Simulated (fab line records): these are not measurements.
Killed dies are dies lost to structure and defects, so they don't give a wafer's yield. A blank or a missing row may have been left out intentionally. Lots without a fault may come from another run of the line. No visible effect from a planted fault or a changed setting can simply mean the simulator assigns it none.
A single fault, viewed from 2 desks + flow gf180mcu + every desk sees just its own numbers, and what lay behind them comes last

## AT THE METROLOGY DESK
Means of the sampled wafers that have a number, per lot and without regard to the tool the lot ran on: this is what the gauges read. If a lot's mean is further than 4 standard deviations from the usual mean, the lot is out of limits and carries the mark OUT (the distance appears in the brackets).
Columns: A = V4_OVL at GF_V4_OVL_MEAS_15, usual -1 nm; B = V4_W_RS at GF_V4_RS_MEAS_24, usual 0.326 ohm/sq; C = V4_W_THK at GF_V4_THK_MEAS_25, usual 357 nm
| lot  | first seen here | A  | B     | C   |
|------|-----------------|----|-------|-----|
| L451 | day 25 15:53    | 10 | 0.331 | 353 |
| L456 | day 27 12:20    | -1 | 0.331 | 356 |
| L457 | day 27 19:10    | 3  | 0.332 | 351 |
| L458 | day 27 23:04    | 5  | 0.331 | 354 |
| L465 | day 30 00:20    | -6 | 0.323 | 361 |
| L466 | day 30 17:28    | -5 | 0.323 | 363 |
| L467 | day 30 19:59    | 6  | 0.325 | 357 |
This desk's finding: nothing out of limits on any of the 7 lots.

## DESK OF THE TOOL OWNER: pvd sputter-02
The tool's own readings at GF_MIM_SPUTTER_00 (material Ti, target thk 37.5 nm, time 150 s): means of the sampled wafers that have a number, for each lot that ran on this tool. If a lot's mean is further than 4 standard deviations from the usual mean, the lot is out of limits and carries the mark OUT (the distance appears in the brackets).
Columns: A = throttle valve pct at GF_MIM_SPUTTER_00, usual 29.7 %
| lot  | first seen here | A    |
|------|-----------------|------|
| L451 | day 25 17:17    | 28.9 |
| L456 | day 27 13:43    | 29.5 |
| L457 | day 27 20:35    | 28.9 |
| L458 | day 28 00:59    | 29.9 |
This desk's finding: nothing out of limits on any of the 4 lots.

## TAKEN TOGETHER
Nothing out of limits was seen by the metrology desk.
The tool owner's desk saw nothing out of limits.

## WHAT THE SIMULATOR HAD PUT IN
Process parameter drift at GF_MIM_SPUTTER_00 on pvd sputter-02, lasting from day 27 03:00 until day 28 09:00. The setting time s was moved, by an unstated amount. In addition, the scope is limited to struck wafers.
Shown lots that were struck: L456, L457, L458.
